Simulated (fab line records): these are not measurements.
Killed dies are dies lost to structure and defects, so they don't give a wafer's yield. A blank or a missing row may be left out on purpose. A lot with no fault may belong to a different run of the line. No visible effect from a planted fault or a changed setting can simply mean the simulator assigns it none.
fab line records	flow sky130
record: lots: 5	wafers: 14	last_day: 49
route steps=708 shown SONOS_ONO@186 GATE_OXIDE@187 POLY_GATE@204 RES_PROTECT@206 PAD_OPEN@708
lots that met no fault: taken from a fault-free run of the same line
start_h: hours from the record's first day to the start of the lot's first wafer shown	wait_h: time in hours since the lot's previous step	" the same as in the row above	L1.1+2: a row that stands for several wafers	- no value, or no start given	* or withheld: withheld	< > ~ a bound
route shown NAME@n: names a module that has steps shown in the file, with the first one's number in the route	usual: mean/standard deviation taken from wafers without a fault	same: alike in all rows	chamber/n: place in a boat	sites: the reading at each site	_std_site: the standard deviation of these	_edge_site: outer sites' mean less inner sites'	radius_mm: how far each site lies from the wafer's centre	mask NAME#n: copy n	behind: the tool/chamber that last shaped the wafer	hold: reason for holding the lot/hours on hold/outcome of the hold	device: which transistor (n, p or np) failed to switch	end of line: at the end of the route, the tests of the same wafers	for a step that has no rows: nothing shown but its recipe	killed: dies lost to structure and defects at the first sort, not the wafer's yield	map: dies across one wafer; x = killed, . = not, _ = none there
set.NAME: setting as actually run; set.NAME@STEP: the setting as run at that earlier step	model.NAME: the simulator's own value behind a step, which no gauge read
lots at selected steps of the route; one table per step, one row per wafer
services: when a tool's chamber went out of use (start_h, in hours from the record's first day, below 0 if earlier), for how many hours, and the reason
== steps ==
step: SKY_SONOS_ONO_WET_ETCH_18
recipe: chemistry: H3PO4	target_depth_nm: 15	target: Si3N4	temp_c: 160	time_s: 172
step: SKY_GATE_OXIDE_CLEAN_00
recipe: chemistry: SC1/SC2	mix: 1:4:20	temp_c: 70	time_s: 150	dry: n2_spin
step: SKY_GATE_OXIDE_OXIDATION_01
recipe: temp_c: 900	ambient: O2	stabilise_s: 600	purge_s: 300	target_thk_a: 102.68	ox_time_s: 1473
step: SKY_GATE_OXIDE_THK_MEAS_02
recipe: reads: SiO2_of_GATE_OXIDE_OXIDATION_01
usual: GATE_OXIDE_OXIDATION_00_THK: 10.26/0.16
lot.wafer	tool	chamber	start_h	wait_h	GATE_OXIDE_OXIDATION_00_THK[nm]
L961.1	film_metro-03	-	349.21	0.0	10.25
L961.3	"	-	"	"	10.30
L961.5	"	-	"	"	10.12
L967.3	film_metro-04	-	396.16	0.0	10.54
L967.5	"	-	"	"	10.48
L967.6	"	-	"	"	10.53
L970.1	film_metro-03	-	424.73	0.0	10.34
L970.2	"	-	"	"	10.34
L970.5	"	-	"	"	10.41
L971.3	film_metro-03	-	429.50	0.0	10.49
L971.5	"	-	"	"	10.28
L974.1	film_metro-02	-	450.05	0.0	10.23
L974.2	"	-	"	"	10.29
L974.4	"	-	"	"	10.33
step: SKY_GATE_OXIDE_DEHYDRATE_03
recipe: temp_c: 200	time_s: 60
step: SKY_GATE_OXIDE_HMDS_04
recipe: prime_time_s: 60	prime_temp_c: 120
step: SKY_GATE_OXIDE_COAT_05
recipe: resist: NOVOLAK	spin_rpm: 3000	resist_thk_nm: 1140
step: SKY_GATE_OXIDE_SOFTBAKE_06
recipe: temp_c: 90	time_s: 60	resist: NOVOLAK
step: SKY_GATE_OXIDE_EXPOSE_07
recipe: mask_id: LVOM	na: 0.6	source_shape: conventional	sigma_outer: 0.6	polarization: unpolarized	target_cd_nm: 600	dose_mj: 170
step: SKY_GATE_OXIDE_PEB_08
recipe: temp_c: withheld	time_s: *	resist: NOVOLAK
step: SKY_GATE_OXIDE_DEVELOP_09
recipe: resist: NOVOLAK	developer: TMAH	develop_time_s: 60	dev_temp_c: 23
step: SKY_GATE_OXIDE_OVL_MEAS_10
usual: GATE_OXIDE_OVL: -0.3/1.2
lot.wafer	tool	chamber	start_h	wait_h	GATE_OXIDE_OVL[nm]
L961.1	overlay-01	-	377.27	0.1	-2.1
L961.3	"	-	"	"	-1.0
L961.5	"	-	"	"	0.4
L967.3	overlay-01	-	425.98	0.1	-1.1
L967.5	"	-	"	"	-0.9
L967.6	"	-	"	"	0.6
L970.1	overlay-02	-	455.76	0.1	0.9
L970.2	"	-	"	"	0.9
L970.5	"	-	"	"	1.7
L971.3	overlay-01	-	460.02	0.1	-0.3
L971.5	"	-	"	"	0.7
L974.1	overlay-01	-	480.65	0.1	0.5
L974.2	"	-	"	"	0.3
L974.4	"	-	"	"	-2.4
step: SKY_GATE_OXIDE_IMPLANT_11
recipe: species: B	energy_kev: 10	dose_cm2: 2.6e+12	tilt_deg: withheld
usual: dose_ions_cm2: 2.5996e+12/2.7e+09
lot.wafer	tool	chamber	start_h	wait_h	dose_ions_cm2
L961.1	implanter-04	0	377.31	0.0	2.6003e+12
L961.3	"	0	"	"	2.5967e+12
L961.5	"	0	"	"	2.5989e+12
L967.3	implanter-02	0	426.06	0.1	2.6016e+12
L967.5	"	0	"	"	2.5982e+12
L967.6	"	0	"	"	2.5997e+12
L970.1	implanter-03	0	455.79	0.0	2.6034e+12
L970.2	"	0	"	"	2.6053e+12
L970.5	"	0	"	"	2.6001e+12
L971.3	implanter-02	0	460.09	0.1	2.5984e+12
L971.5	"	0	"	"	2.595e+12
L974.1	implanter-03	0	480.69	0.0	2.6007e+12
L974.2	"	0	"	"	2.6028e+12
L974.4	"	0	"	"	2.5982e+12
step: SKY_GATE_OXIDE_WET_ETCH_12
recipe: chemistry: dHF	target_depth_nm: 16.8	dry: n2_spin	target: SiO2	dilution: 100:1	temp_c: 25	time_s: 336
step: SKY_GATE_OXIDE_STRIP_13
recipe: chemistry: O2/N2	power_w: 1400	pressure_mtorr: 1500	platen_temp_c: withheld	o2_flow_sccm: 3000	n2_flow_sccm: 300	overash_fraction: 0.5
usual: drypump_motor_current_A: 5.7/0.45	n2_flow_sccm: 300.0/0.87	o2_flow_sccm: 3002/9.2	oes_product_au: 0.717/0.0047	strip_time_to_endpoint_s: 14.19/0.036
lot.wafer	tool	chamber	start_h	wait_h	drypump_motor_current_A	n2_flow_sccm	o2_flow_sccm	oes_product_au	rf_hours_counter_h	strip_time_to_endpoint_s
L961.1	plasma_asher-04	0	377.56	0.0	5.6	299.2	3000	0.720	25	14.11
L961.3	"	0	"	"	5.7	300.0	3006	0.715	-	14.19
L961.5	"	1	"	"	5.8	299.3	3003	0.715	-	14.18
L967.3	plasma_asher-04	1	426.29	0.0	5.8	301.2	2988	0.711	-	14.19
L967.5	"	1	"	"	5.8	300.5	2993	0.706	-	14.24
L967.6	"	0	"	"	5.6	298.7	2996	0.717	-	14.23
L970.1	plasma_asher-03	0	456.05	0.0	6.4	299.9	3011	0.715	77	14.18
L970.2	"	1	"	"	5.4	298.5	2997	0.720	77	14.21
L970.5	"	0	"	"	6.4	300.2	3000	0.716	-	14.18
L971.3	plasma_asher-04	1	460.33	0.0	5.8	299.6	3005	0.719	-	14.23
L971.5	"	0	"	"	5.6	301.1	3001	0.726	-	14.22
L974.1	plasma_asher-04	0	480.95	0.0	5.6	299.9	2984	0.716	36	14.20
L974.2	"	1	"	"	5.8	300.6	3006	0.716	36	14.21
L974.4	"	1	"	"	5.8	300.3	2995	0.711	-	14.21
step: SKY_GATE_OXIDE_TW_MEAS_14
usual: GATE_OXIDE_TW: 225.9/1.8
lot.wafer	tool	chamber	start_h	wait_h	GATE_OXIDE_TW
L961.1	film_metro-04	-	377.66	0.1	224.7
L961.3	"	-	"	"	225.7
L961.5	"	-	"	"	225.6
L967.3	film_metro-03	-	426.38	0.1	228.8
L967.5	"	-	"	"	230.1
L967.6	"	-	"	"	228.4
L970.1	film_metro-02	-	456.15	0.1	224.4
L970.2	"	-	"	"	223.8
L970.5	"	-	"	"	224.8
L971.3	film_metro-04	-	460.42	0.1	224.3
L971.5	"	-	"	"	220.7
L974.1	film_metro-02	-	481.05	0.1	226.4
L974.2	"	-	"	"	224.6
L974.4	"	-	"	"	225.0
step: SKY_GATE_OXIDE_CLEAN_15
recipe: chemistry: SC1/SC2	mix: 1:4:20	temp_c: 70	time_s: 150	dry: n2_spin
step: SKY_GATE_OXIDE_OXIDATION_16
recipe: temp_c: 800	ambient: O2	idle_temp_c: 700	ramp_up_c_per_min: 10	ramp_down_c_per_min: 3	stabilise_s: 600	purge_s: 300	target_thk_a: 35.7	ox_time_s: 1915
step: SKY_POLY_GATE_CVD_00
recipe: material: poly-Si	target_thk_nm: 180	temp_c: 620	time_s: 720	pressure_mtorr: 200
step: SKY_POLY_GATE_THK_MEAS_01
recipe: reads: poly-Si_of_POLY_GATE_CVD_00
usual: POLY_GATE_CVD_00_THK: 180.8/1.6
lot.wafer	tool	chamber	start_h	wait_h	POLY_GATE_CVD_00_THK[nm]
L961.1	film_metro-03	-	380.52	0.0	180.8
L961.3	"	-	"	"	180.7
L961.5	"	-	"	"	180.8
L967.3	film_metro-02	-	429.29	0.0	182.0
L967.5	"	-	"	"	182.7
L967.6	"	-	"	"	182.7
L970.1	film_metro-03	-	458.99	0.0	179.2
L970.2	"	-	"	"	178.2
L970.5	"	-	"	"	181.1
L971.3	film_metro-01	-	463.86	0.0	181.2
L971.5	"	-	"	"	179.8
L974.1	film_metro-01	-	483.90	0.0	179.9
L974.2	"	-	"	"	179.4
L974.4	"	-	"	"	179.5
step: SKY_RES_PROTECT_DEHYDRATE_00
recipe: temp_c: 200	time_s: 60
step: SKY_RES_PROTECT_HMDS_01
recipe: prime_time_s: 60	prime_temp_c: 120
step: SKY_RES_PROTECT_COAT_02
recipe: resist: NOVOLAK	spin_rpm: 3000	resist_thk_nm: 1140
step: SKY_RES_PROTECT_SOFTBAKE_03
recipe: temp_c: 90	time_s: 60	resist: NOVOLAK
step: SKY_RES_PROTECT_EXPOSE_04
recipe: mask_id: RPM	na: 0.6	source_shape: conventional	sigma_outer: 0.6	polarization: unpolarized	target_cd_nm: 1270	dose_mj: 131
step: SKY_RES_PROTECT_PEB_05
recipe: temp_c: withheld	time_s: *	resist: NOVOLAK
step: SKY_RES_PROTECT_DEVELOP_06
recipe: resist: NOVOLAK	developer: TMAH	develop_time_s: 60	dev_temp_c: 23
step: SKY_POLY_GATE_IMPLANT_02
recipe: species: P	energy_kev: 30	dose_cm2: 7.7e+15	tilt_deg: 0
step: SKY_RES_PROTECT_STRIP_07
recipe: chemistry: O2/N2	power_w: 1400	pressure_mtorr: 1500	platen_temp_c: withheld	o2_flow_sccm: 3000	n2_flow_sccm: 300	overash_fraction: 0.5
usual: drypump_motor_current_A: 5.4/0.32	n2_flow_sccm: 300.1/0.85	o2_flow_sccm: 3000/8.6	oes_product_au: 0.518/0.0044	strip_time_to_endpoint_s: 23.29/0.041
lot.wafer	tool	chamber	start_h	wait_h	drypump_motor_current_A	n2_flow_sccm	o2_flow_sccm	oes_product_au	rf_hours_counter_h	strip_time_to_endpoint_s
L961.1	plasma_asher-04	1	408.12	0.1	5.8	299.8	3011	0.519	28	23.38
L961.3	"	1	"	"	5.8	299.7	3014	0.516	-	23.33
L961.5	"	1	"	"	5.8	300.1	3012	0.515	-	23.31
L967.3	plasma_asher-01	1	460.09	0.1	5.4	300.6	2995	0.512	-	23.32
L967.5	"	1	"	"	5.5	299.6	3001	0.518	-	23.24
L967.6	"	0	"	"	5.2	300.7	2986	0.525	-	23.28
L970.1	plasma_asher-02	1	489.57	0.1	5.6	299.8	2999	0.514	67	23.26
L970.2	"	0	"	"	4.9	298.8	2991	0.509	67	23.26
L970.5	"	1	"	"	5.6	300.5	2983	0.521	-	23.26
L971.3	plasma_asher-04	0	494.64	0.1	5.6	300.3	2997	0.512	-	23.25
L971.5	"	1	"	"	5.8	300.0	3008	0.524	-	23.25
L974.1	plasma_asher-02	0	514.90	0.1	4.9	299.3	3005	0.512	70	23.22
L974.2	"	1	"	"	5.6	300.1	3012	0.518	70	23.23
L974.4	"	0	"	"	4.9	300.4	3007	0.528	-	23.25
step: SKY_RES_PROTECT_TW_MEAS_08
usual: POLY_GATE_TW: 4074/35
lot.wafer	tool	chamber	start_h	wait_h	POLY_GATE_TW
L961.1	film_metro-01	-	408.22	0.1	4050
L961.3	"	-	"	"	4067
L961.5	"	-	"	"	4090
L967.3	film_metro-01	-	460.17	0.1	4046
L967.5	"	-	"	"	4031
L967.6	"	-	"	"	4021
L970.1	film_metro-01	-	489.67	0.1	4031
L970.2	"	-	"	"	4028
L970.5	"	-	"	"	4021
L971.3	film_metro-01	-	494.72	0.1	4011
L971.5	"	-	"	"	4023
L974.1	film_metro-04	-	515.00	0.1	4052
L974.2	"	-	"	"	4048
L974.4	"	-	"	"	4062
step: SKY_RES_PROTECT_CLEAN_09
recipe: chemistry: SC1/SC2	mix: 1:4:20	temp_c: 70	time_s: 150	dry: n2_spin
step: SKY_POLY_GATE_CVD_03
recipe: material: Si3N4	precursor: DCS/NH3	target_thk_nm: 75	temp_c: 770	time_s: 1290	pressure_mtorr: 250
step: SKY_POLY_GATE_THK_MEAS_04
recipe: reads: Si3N4_of_POLY_GATE_CVD_03
usual: POLY_GATE_CVD_03_THK: 75.1/0.63
lot.wafer	tool	chamber	start_h	wait_h	POLY_GATE_CVD_03_THK[nm]
L961.1	film_metro-03	-	409.84	0.0	75.2
L961.3	"	-	"	"	75.3
L961.5	"	-	"	"	75.5
L967.3	film_metro-01	-	462.32	0.0	75.4
L967.5	"	-	"	"	75.4
L967.6	"	-	"	"	74.8
L970.1	film_metro-02	-	491.14	0.0	76.1
L970.2	"	-	"	"	76.8
L970.5	"	-	"	"	75.7
L971.3	film_metro-01	-	496.30	0.0	74.9
L971.5	"	-	"	"	75.0
L974.1	film_metro-02	-	516.48	0.0	75.2
L974.2	"	-	"	"	74.2
L974.4	"	-	"	"	74.7
step: SKY_POLY_GATE_DEHYDRATE_05
recipe: temp_c: 200	time_s: 60
step: SKY_POLY_GATE_HMDS_06
recipe: prime_time_s: 60	prime_temp_c: 120
step: SKY_POLY_GATE_COAT_07
recipe: resist: BARC	temp_c: withheld	time_s: withheld	spin_rpm: 3000	resist_thk_nm: 110
step: SKY_POLY_GATE_COAT_08
recipe: resist: KrF-thick	spin_rpm: 3000	resist_thk_nm: 450
step: SKY_POLY_GATE_SOFTBAKE_09
recipe: temp_c: 100	time_s: 90	resist: KrF-thick
step: SKY_POLY_GATE_EXPOSE_10
recipe: mask_id: P1M	na: 0.68	source_shape: conventional	sigma_outer: 0.6	target_cd_nm: 150	dose_mj: 28
step: SKY_POLY_GATE_PEB_11
recipe: peb_temp_c: withheld	peb_time_s: withheld	resist: KrF-thick
step: SKY_POLY_GATE_DEVELOP_12
recipe: develop_time_s: 60	resist: KrF-thick	dev_temp_c: 21
step: SKY_POLY_GATE_CD_MEAS_13
recipe: target_cd_nm: 150
usual: cd_nm: 149.5/0.97
lot.wafer	tool	chamber	start_h	wait_h	cd_nm
L961.1	cd_sem-02	-	440.21	-	149.5
L961.3	"	-	"	"	149.3
L961.5	"	-	"	"	148.3
L967.3	cd_sem-02	-	493.39	-	150.2
L967.5	"	-	"	"	150.0
L967.6	"	-	"	"	149.2
L970.1	cd_sem-01	-	521.46	-	149.3
L970.2	"	-	"	"	149.7
L970.5	"	-	"	"	151.1
L971.3	cd_sem-02	-	527.05	-	148.3
L971.5	"	-	"	"	149.6
L974.1	cd_sem-01	-	546.55	-	148.3
L974.2	"	-	"	"	148.2
L974.4	"	-	"	"	148.4
step: SKY_PAD_OPEN_PROBE_99
usual: killed_at_M0_to_M3: 42/7.1	killed_at_M4_up: 3.3/1.9	killed_at_contacts: 24/5	killed_at_front_end: 15/4.7	killed_at_other: 0.3/0.61	killed_dies: 86/9.6	killed_open: 47/7.5	killed_short: 38/6.6
same: gross_dies: 492	killed_at_back_side: 0
lot.wafer	tool	chamber	start_h	wait_h	killed_at_M0_to_M3	killed_at_M4_up	killed_at_contacts	killed_at_front_end	killed_at_other	killed_dies	killed_open	killed_short	model.etest.tip_p.rs_ohm_sq_range	model.etest.nfet_01v8.drive_ua_um_range	model.etest.pfet_01v8.drive_ua_um_range	model.etest.nfet_01v8.drive_ua_um_rim_less_centre	model.etest.pfet_01v8.drive_ua_um_rim_less_centre	model.etest.pfet_01v8_lvt.vt_v_range	model.etest.pfet_01v8.vt_v_range	model.etest.pfet_01v8_lvt.vt_v_rim_less_centre
L961.1	prober-02	-	1124.34	0.1	32	0	25	10	0	67	44	23	240	8.202	4.058	3.406	-0.9106	0.0159	0.0108	-0.009814
L961.3	prober-02	-	1124.44	0.2	34	1	23	16	0	74	44	30	160.5	7.637	7.308	0.1299	5.084	0.01573	0.009072	-0.009991
L961.5	prober-02	-	1124.54	0.2	45	3	28	12	1	89	49	39	64.06	8.694	5.007	5.352	2.507	0.01383	0.01769	-0.01184
L967.3	prober-01	-	1157.15	0.2	45	4	29	20	0	98	49	49	156.8	5.501	5.932	-2.619	-0.4878	0.02783	0.01589	0.0195
L967.5	prober-01	-	1157.25	0.2	37	1	24	12	0	74	40	34	144.9	5.305	5.99	-1.24	-2.665	0.03589	0.01015	0.01752
L967.6	prober-01	-	1157.30	0.2	48	2	22	12	0	84	45	38	130.3	9.648	4.013	-2.777	2.696	0.04036	0.0185	0.02518
L970.1	prober-01	-	1174.27	0.1	35	5	18	14	0	72	30	41	208.7	8.835	4.006	5.389	-2.719	0.02047	0.008131	-0.01512
L970.2	prober-01	-	1174.32	0.1	44	3	21	24	0	92	49	42	206.5	14.41	8.717	-6.61	2.211	0.02445	0.006625	-0.01516
L970.5	prober-01	-	1174.47	0.2	26	2	26	17	0	71	38	33	166.7	3.16	4.495	0.1754	1.621	0.02143	0.009843	-0.01573
L971.3	prober-01	-	1177.37	0.2	57	1	32	8	0	98	57	41	132.9	8.905	11.01	-5.669	-1.354	0.02866	0.0187	0.01128
L971.5	prober-01	-	1177.47	0.2	40	2	22	13	0	77	40	37	427	31.71	26.52	4.782	-10.81	0.3303	0.127	-0.05717
L974.1	prober-02	-	1184.42	0.1	34	0	29	15	0	78	50	27	155.6	13.16	9.303	10.94	6.2	0.02166	0.01105	-0.01953
L974.2	prober-02	-	1184.47	0.1	36	8	13	15	0	72	43	28	154.5	11.34	9.415	5.771	5.797	0.02257	0.01433	-0.01402
L974.4	prober-02	-	1184.57	0.2	48	3	29	18	0	98	64	33	148.6	9.191	11.47	2.788	9.399	0.01613	0.01075	-0.01141
killed by level:class
L961.1 CONTACT:geometric_particle:open=9 VIA3:geometric_particle:open=8 LI_CONTACT:geometric_particle:open=7 VIA1:geometric_particle:open=6 LOCAL_INTERCONNECT:geometric_particle:short=5 FIELD_ISO:geometric_particle:open=3 VIA2:geometric_particle:short=3 POLY_GATE:geometric_particle:open=3
L961.3 CONTACT:geometric_particle:open=10 FIELD_ISO:geometric_particle:short=7 VIA1:geometric_particle:open=7 VIA3:geometric_particle:open=6 FIELD_ISO:geometric_particle:open=5 VIA2:geometric_particle:short=5 LI_CONTACT:geometric_particle:open=5 VIA2:geometric_particle:open=3
L961.5 LI_CONTACT:geometric_particle:open=10 VIA2:geometric_particle:open=9 VIA1:geometric_particle:open=9 CONTACT:geometric_particle:open=7 LI_CONTACT:geometric_particle:short=5 VIA1:geometric_particle:short=5 METAL1:geometric_particle:short=5 VIA3:geometric_particle:open=5
L967.3 VIA1:geometric_particle:open=10 CONTACT:geometric_particle:open=9 VIA3:geometric_particle:open=9 VIA3:geometric_particle:short=8 FIELD_ISO:geometric_particle:open=6 CONTACT:geometric_particle:short=6 FIELD_ISO:geometric_particle:short=5 LI_CONTACT:geometric_particle:open=5
L967.5 VIA1:geometric_particle:open=11 CONTACT:geometric_particle:open=7 VIA3:geometric_particle:open=7 LI_CONTACT:geometric_particle:open=5 LI_CONTACT:geometric_particle:short=5 CONTACT:geometric_particle:short=4 VIA2:geometric_particle:open=4 SPACER:geometric_particle:short=3
L967.6 VIA1:geometric_particle:open=11 CONTACT:geometric_particle:open=10 METAL3:geometric_particle:short=7 METAL1:geometric_particle:short=7 VIA2:geometric_particle:short=6 VIA2:geometric_particle:open=6 FIELD_ISO:geometric_particle:open=5 POLY_GATE:geometric_particle:open=4
L970.1 FIELD_ISO:geometric_particle:short=7 VIA1:geometric_particle:open=7 CONTACT:geometric_particle:open=7 LOCAL_INTERCONNECT:geometric_particle:short=5 VIA2:geometric_particle:open=5 VIA1:geometric_particle:short=4 METAL2:geometric_particle:short=4 METAL1:geometric_particle:short=3
L970.2 CONTACT:geometric_particle:open=9 VIA2:geometric_particle:open=8 FIELD_ISO:geometric_particle:open=7 FIELD_ISO:geometric_particle:short=7 VIA2:geometric_particle:short=7 VIA1:geometric_particle:open=7 METAL1:geometric_particle:short=6 LI_CONTACT:geometric_particle:open=5
L970.5 CONTACT:geometric_particle:open=10 LOCAL_INTERCONNECT:geometric_particle:short=6 LI_CONTACT:geometric_particle:open=5 METAL1:geometric_particle:short=5 FIELD_ISO:geometric_particle:short=4 FIELD_ISO:geometric_particle:open=4 VIA2:geometric_particle:open=4 POLY_GATE:geometric_particle:open=3
L971.3 LI_CONTACT:geometric_particle:open=12 CONTACT:geometric_particle:open=12 METAL2:geometric_particle:short=9 VIA3:geometric_particle:open=8 METAL1:geometric_particle:short=6 VIA1:geometric_particle:short=6 VIA2:geometric_particle:open=6 METAL3:geometric_particle:short=6
L971.5 LI_CONTACT:geometric_particle:open=8 VIA2:geometric_particle:open=6 VIA1:geometric_particle:open=6 VIA1:geometric_particle:short=6 CONTACT:geometric_particle:short=5 CONTACT:geometric_particle:open=5 POLY_GATE:geometric_particle:open=4 METAL1:geometric_particle:short=4
L974.1 VIA2:geometric_particle:open=9 LI_CONTACT:geometric_particle:open=8 CONTACT:geometric_particle:open=8 VIA1:geometric_particle:open=6 LOCAL_INTERCONNECT:geometric_particle:short=5 VIA3:geometric_particle:open=5 SPACER:geometric_particle:open=4 METAL2:geometric_particle:short=4
L974.2 VIA2:geometric_particle:open=9 VIA1:geometric_particle:open=7 FIELD_ISO:geometric_particle:open=5 LI_CONTACT:geometric_particle:open=5 VIA3:geometric_particle:open=5 METAL1:geometric_particle:short=5 CONTACT:geometric_particle:open=3 VIA3:geometric_particle:short=3
L974.4 VIA1:geometric_particle:open=12 LI_CONTACT:geometric_particle:open=10 CONTACT:geometric_particle:open=10 VIA2:geometric_particle:open=9 VIA3:geometric_particle:open=7 FIELD_ISO:geometric_particle:open=6 FIELD_ISO:geometric_particle:short=4 LOCAL_INTERCONNECT:geometric_particle:short=4
== services ==
tool	chamber	start_h	hours	kind
implanter-03	-	359.60	2.6	repair
plasma_asher-01	-	362.56	11.4	repair
plasma_asher-01	-	368.78	1.1	repair
implanter-02	-	408.44	1.4	repair
implanter-04	-	415.19	12.2	pm
plasma_asher-01	-	421.25	9.0	pm
plasma_asher-01	0	421.25	9.0	vent_cycle
plasma_asher-01	1	421.25	9.0	vent_cycle
implanter-04	-	427.80	2.4	repair
plasma_asher-02	-	428.36	10.3	repair
plasma_asher-01	0	430.25	-	clean
plasma_asher-01	1	430.25	-	clean
implanter-03	-	430.63	1.1	repair
implanter-04	-	444.88	1.0	repair
implanter-03	-	463.14	6.4	pm
implanter-03	-	488.95	31.2	pm
== key ==
first_sign none at tools or gauges
model_effect: step: SKY_PAD_OPEN_PROBE_99	value: etest.tip_p.rs_ohm_sq_range	without: 227.2	struck: 427
met_at SKY_GATE_OXIDE_IMPLANT_11
struck_wafers L971.5
tester_left_out L971
onset_between 426.06 460.09
fault: kind: process_parameter_drift	tool: implanter-02	chamber: -	onset_h: 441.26	steps: SKY_GATE_OXIDE_IMPLANT_11	channel: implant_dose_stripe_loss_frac	offset: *	shape: step	end_h: 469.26	scope: struck_wafers_only
tester_left_out: of these lots the tester's yield and bins aren't shown, on N5 and GAA mostly nor the transistor test; their killed dies are dies lost to structure and defects alone, not to doping, threshold or leakage, so they don't give the yield
